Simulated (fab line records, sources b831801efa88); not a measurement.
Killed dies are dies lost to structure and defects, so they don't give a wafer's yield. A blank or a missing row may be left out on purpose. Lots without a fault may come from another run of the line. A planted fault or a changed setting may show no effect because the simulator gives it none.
Which tool did it? | flow gf180mcu | 24 lots, 72 wafers sampled, at 5 steps of a route of 602

WHAT THE GAUGES READ, wafer by wafer
GF_HV_LDD_THK_MEAS_55.
lot  | measured     | on            | HV_LDD_CVD_54_THK (nm)
L074 | day 12 17:17 | film_metro-01 | 10.05 10.10 10.00
L075 | day 13 01:28 | film_metro-01 | 9.90 9.91 9.84
L076 | day 13 08:53 | film_metro-03 | 9.82 9.87 9.78
L077 | day 13 13:07 | film_metro-03 | 10.15 10.24 10.19
L078 | day 13 18:29 | film_metro-01 | 9.84 9.91 9.84
L079 | day 14 05:16 | film_metro-01 | 10.01 10.06 10.04
L080 | day 14 09:59 | film_metro-01 | 9.97 10.10 10.00
L081 | day 14 20:46 | film_metro-03 | 10.05 10.17 9.83
L082 | day 15 03:10 | film_metro-03 | 10.06 10.09 10.10
L083 | day 15 07:32 | film_metro-03 | 10.11 9.99 9.99
L084 | day 15 14:42 | film_metro-03 | 9.90 9.89 9.93
L085 | day 16 01:20 | film_metro-01 | 10.24 10.18 10.04
L086 | day 16 07:38 | film_metro-01 | 10.22 10.22 9.98
L087 | day 16 22:50 | film_metro-03 | 10.22 10.26 10.11
L088 | day 17 03:16 | film_metro-04 | 9.91 9.77 9.85
L089 | day 17 12:08 | film_metro-03 | 9.82 9.75 9.79
L090 | day 17 16:42 | film_metro-01 | 9.89 9.89 9.88
L091 | day 18 01:35 | film_metro-01 | 9.70 9.71 9.64
L092 | day 18 11:13 | film_metro-04 | 9.91 10.00 10.01
L093 | day 18 20:28 | film_metro-03 | 10.12 9.99 10.08
L094 | day 19 06:23 | film_metro-04 | 9.89 9.79 9.81
L095 | day 19 13:26 | film_metro-01 | 10.13 9.97 9.89
L096 | day 19 23:14 | film_metro-04 | 9.99 9.84 9.95
L097 | day 20 02:05 | film_metro-04 | 9.86 9.90 9.92

GF_V4_OVL_MEAS_15.
lot  | measured     | on         | V4_OVL (nm)
L074 | day 24 19:51 | overlay-01 | 7 12 17
L075 | day 25 01:33 | overlay-01 | -7 5 -2
L076 | day 25 08:18 | overlay-01 | 11 -2 4
L077 | day 25 15:34 | overlay-02 | 6 2 -1
L078 | day 25 17:31 | overlay-02 | -11 -2 1
L079 | day 26 08:42 | overlay-01 | 3 0 0
L080 | day 26 08:02 | overlay-01 | 1 6 -2
L081 | day 26 21:26 | overlay-02 | -3 -1 -3
L082 | day 27 02:13 | overlay-02 | -2 2 0
L083 | day 27 06:06 | overlay-01 | 2 -12 -1
L084 | day 27 16:58 | overlay-01 | -2 -2 -2
L085 | day 27 21:49 | overlay-02 | -3 -9 0
L086 | day 28 07:13 | overlay-02 | -7 -9 -8
L087 | day 28 18:10 | overlay-01 | 3 -1 -9
L088 | day 28 22:58 | overlay-01 | -3 5 5
L089 | day 29 06:50 | overlay-02 | -1 -4 -3
L090 | day 29 11:10 | overlay-01 | -1 -4 5
L091 | day 29 17:47 | overlay-02 | 5 -2 -5
L092 | day 30 01:13 | overlay-02 | 6 2 3
L093 | day 30 09:07 | overlay-02 | 1 2 2
L094 | day 30 17:04 | overlay-01 | 3 2 7
L095 | day 30 20:19 | overlay-02 | -9 -9 -2
L096 | day 31 04:28 | overlay-01 | 4 5 2
L097 | day 31 06:52 | overlay-01 | -7 -4 1

WHICH TOOL RAN EACH LOT (tool, then ch and the chambers of the sampled wafers, then the start)
lot  | GF_POLY_GATE_ETCH_12               | GF_M3_SPUTTER_00             | GF_V4_CMP_04
L074 | rie_diel-04 ch 0,1, day 9 10:32    | pvd_sputter-04, day 20 17:19 | cmp-02 ch 0,1,2, day 23 20:53
L075 | rie_diel-04 ch 1,3, day 9 15:25    | pvd_sputter-01, day 21 02:35 | cmp-01 ch 1,2,3, day 24 03:16
L076 | rie_diel-01 ch 0,1,3, day 10 00:15 | pvd_sputter-04, day 21 09:04 | cmp-01 ch 2,3, day 24 10:11
L077 | rie_diel-02 ch 0,1,2, day 10 04:29 | pvd_sputter-01, day 21 16:43 | cmp-02 ch 0,1,3, day 24 18:01
L078 | rie_diel-04 ch 1,3, day 10 08:52   | pvd_sputter-01, day 21 19:40 | cmp-02 ch 0,1,3, day 24 19:58
L079 | rie_diel-01 ch 0,1, day 10 18:45   | pvd_sputter-01, day 22 13:23 | cmp-01 ch 0,2,3, day 25 11:39
L080 | rie_diel-01 ch 0,1,2, day 10 23:26 | pvd_sputter-04, day 22 13:05 | cmp-02 ch 0,2, day 25 10:41
L081 | rie_diel-04 ch 0,1, day 11 08:52   | pvd_sputter-01, day 23 01:11 | cmp-02 ch 2,3, day 26 00:06
L082 | rie_diel-02 ch 0,2,3, day 11 13:01 | pvd_sputter-04, day 23 07:34 | cmp-01 ch 1,2,3, day 26 05:47
L083 | rie_diel-02 ch 2,3, day 11 17:46   | pvd_sputter-01, day 23 14:03 | cmp-01 ch 0,2, day 26 09:10
L084 | rie_diel-01 ch 0,1,2, day 12 01:56 | pvd_sputter-03, day 23 20:56 | cmp-02 ch 0,1,2, day 26 20:26
L085 | rie_diel-02 ch 0,1, day 12 09:47   | pvd_sputter-04, day 24 07:23 | cmp-01 ch 0,1,2, day 27 01:45
L086 | rie_diel-02 ch 1,2, day 12 16:17   | pvd_sputter-04, day 24 15:49 | cmp-02 ch 1,2,3, day 27 11:25
L087 | rie_diel-02 ch 1,2, day 13 03:55   | pvd_sputter-04, day 25 05:31 | cmp-02 ch 0,1,3, day 27 22:46
L088 | rie_diel-02 ch 0,2, day 13 06:50   | pvd_sputter-01, day 25 09:22 | cmp-02 ch 0,1,2, day 28 02:56
L089 | rie_diel-01 ch 0,1,2, day 13 13:34 | pvd_sputter-01, day 25 17:34 | cmp-02 ch 0,1,2, day 28 10:59
L090 | rie_diel-01 ch 0,1,2, day 13 20:35 | pvd_sputter-01, day 25 22:58 | cmp-01 ch 0,2,3, day 28 15:50
L091 | rie_diel-01 ch 0,2,3, day 14 04:08 | pvd_sputter-04, day 26 06:23 | cmp-02 ch 0,1,3, day 28 21:28
L092 | rie_diel-02 ch 0,1,2, day 14 11:07 | pvd_sputter-01, day 26 14:28 | cmp-02 ch 0,2,3, day 29 05:41
L093 | rie_diel-01 ch 1,3, day 14 20:29   | pvd_sputter-04, day 26 22:42 | cmp-02 ch 0,2,3, day 29 13:46
L094 | rie_diel-02 ch 0,1,2, day 15 05:58 | pvd_sputter-01, day 27 06:41 | cmp-01 ch 1,2, day 29 22:18
L095 | rie_diel-02 ch 0,3, day 15 10:43   | pvd_sputter-03, day 27 11:58 | cmp-01 ch 0,2,3, day 30 02:09
L096 | rie_diel-01 ch 1,2, day 15 20:59   | pvd_sputter-01, day 27 19:56 | cmp-02 ch 0,1,2, day 30 10:14
L097 | rie_diel-02 ch 0,1, day 16 01:13   | pvd_sputter-04, day 27 22:17 | cmp-02 ch 2,3, day 30 12:10
- GF_POLY_GATE_ETCH_12: etches BARC in N2/H2.
- GF_M3_SPUTTER_00: material Ti, target thk 37.5 nm, time 150 s.
- GF_V4_CMP_04: polishes SiO2.

WHAT THE TOOLS THEMSELVES READ (means of the sampled wafers that have a number; where no wafer has one, the mark that the record gives instead)
GF_POLY_GATE_ETCH_12.
lot  | tool        | bias_w (W) | drypump_motor_current_A (A) | oes_product_au (a.u.) | throttle_valve_pct (%)
L074 | rie_diel-04 | 99.96      | 5.7                         | 0.736                 | 13.206
L075 | rie_diel-04 | 99.98      | 5.5                         | 0.736                 | 13.220
L076 | rie_diel-01 | 100.14     | 5.6                         | 0.734                 | 13.220
L077 | rie_diel-02 | 99.77      | 5.4                         | 0.737                 | 13.217
L078 | rie_diel-04 | 100.10     | 5.6                         | 0.733                 | 13.225
L079 | rie_diel-01 | 99.55      | 5.8                         | 0.741                 | 13.209
L080 | rie_diel-01 | 99.95      | 5.5                         | 0.738                 | 13.208
L081 | rie_diel-04 | 99.86      | 5.7                         | 0.739                 | 13.215
L082 | rie_diel-02 | 99.78      | 5.5                         | 0.737                 | 13.215
L083 | rie_diel-02 | 99.93      | 5.9                         | 0.734                 | 13.221
L084 | rie_diel-01 | 100.13     | 5.6                         | 0.733                 | 13.217
L085 | rie_diel-02 | 99.95      | 5.2                         | 0.735                 | 13.209
L086 | rie_diel-02 | 100.25     | 5.6                         | 0.734                 | 13.199
L087 | rie_diel-02 | 99.66      | 5.7                         | 0.737                 | 13.222
L088 | rie_diel-02 | 100.49     | 5.5                         | 0.734                 | 13.217
L089 | rie_diel-01 | 100.51     | 5.6                         | 0.739                 | 13.218
L090 | rie_diel-01 | 100.02     | 5.6                         | 0.735                 | 13.220
L091 | rie_diel-01 | 100.05     | 5.6                         | 0.737                 | 13.221
L092 | rie_diel-02 | 99.89      | 5.4                         | 0.734                 | 13.221
L093 | rie_diel-01 | 99.93      | 5.3                         | 0.734                 | 13.216
L094 | rie_diel-02 | 99.90      | 5.4                         | 0.733                 | 13.210
L095 | rie_diel-02 | 99.87      | 5.3                         | 0.734                 | 13.223
L096 | rie_diel-01 | 99.75      | 5.3                         | 0.730                 | 13.219
L097 | rie_diel-02 | 99.97      | 5.3                         | 0.733                 | 13.213

GF_M3_SPUTTER_00.
lot  | tool           | throttle_valve_pct (%)
L074 | pvd_sputter-04 | 30.7
L075 | pvd_sputter-01 | 30.2
L076 | pvd_sputter-04 | 31.0
L077 | pvd_sputter-01 | 30.0
L078 | pvd_sputter-01 | 29.8
L079 | pvd_sputter-01 | 30.1
L080 | pvd_sputter-04 | 29.8
L081 | pvd_sputter-01 | 29.9
L082 | pvd_sputter-04 | 30.4
L083 | pvd_sputter-01 | 30.4
L084 | pvd_sputter-03 | 30.4
L085 | pvd_sputter-04 | 29.9
L086 | pvd_sputter-04 | 30.4
L087 | pvd_sputter-04 | 30.7
L088 | pvd_sputter-01 | 29.6
L089 | pvd_sputter-01 | 29.9
L090 | pvd_sputter-01 | 30.1
L091 | pvd_sputter-04 | 31.6
L092 | pvd_sputter-01 | 29.8
L093 | pvd_sputter-04 | 31.9
L094 | pvd_sputter-01 | 30.5
L095 | pvd_sputter-03 | 31.2
L096 | pvd_sputter-01 | 30.5
L097 | pvd_sputter-04 | 30.2

GF_V4_CMP_04.
lot  | tool   | motor_current_A (A) | retaining_ring_pressure_frac | time_to_endpoint_s (s)
L074 | cmp-02 | 13.7                | 1.001                        | 91
L075 | cmp-01 | 11.6                | 0.999                        | 78
L076 | cmp-01 | 11.5                | 1.001                        | 82
L077 | cmp-02 | 13.4                | 1.000                        | 90
L078 | cmp-02 | 13.0                | 0.998                        | 81
L079 | cmp-01 | 11.8                | 0.999                        | 79
L080 | cmp-02 | 12.2                | 0.998                        | 80
L081 | cmp-02 | 11.6                | 1.002                        | 81
L082 | cmp-01 | 11.7                | 1.001                        | 74
L083 | cmp-01 | 11.6                | 1.003                        | 76
L084 | cmp-02 | 12.8                | 1.001                        | 79
L085 | cmp-01 | 11.2                | 0.998                        | 78
L086 | cmp-02 | 12.4                | 0.998                        | 92
L087 | cmp-02 | 12.4                | 1.005                        | 81
L088 | cmp-02 | 13.2                | 1.000                        | 81
L089 | cmp-02 | 13.0                | 0.998                        | 86
L090 | cmp-01 | 11.8                | 0.996                        | 78
L091 | cmp-02 | 12.7                | 1.000                        | 73
L092 | cmp-02 | 12.1                | 0.996                        | 82
L093 | cmp-02 | 11.9                | 1.000                        | 78
L094 | cmp-01 | 11.3                | 0.996                        | 76
L095 | cmp-01 | 11.6                | 1.000                        | 76
L096 | cmp-02 | 13.5                | 1.000                        | 76
L097 | cmp-02 | 11.4                | 1.003                        | 83

THE ANSWER, worked out from the rows above alone
Rule: what is usual is taken from the lots themselves. Put in order of their means at a reading, lots are off if they are a third of the lots or fewer, leave a main group of 4 or more, and stand apart from it by a gap of 3 or more times the standard deviation of the main group's means; of several such gaps the widest counts. A main group whose means are all the same, to the digits that the tables above print for the reading, isn't used. A lot without any number at a reading at which 4 lots or more have one is off too. The other lots that the step has rows for count as sound. The gauges are gone through in route order, then the tools' own readings, and for those a lot's mean is taken as printed above. The first step at which some lot is off is used, and at that step the reading that is off furthest; a lot without a number counts as furthest.
No lot is off at any reading shown: from this, nothing can be told.

WHAT THE SIMULATOR HAD PUT IN
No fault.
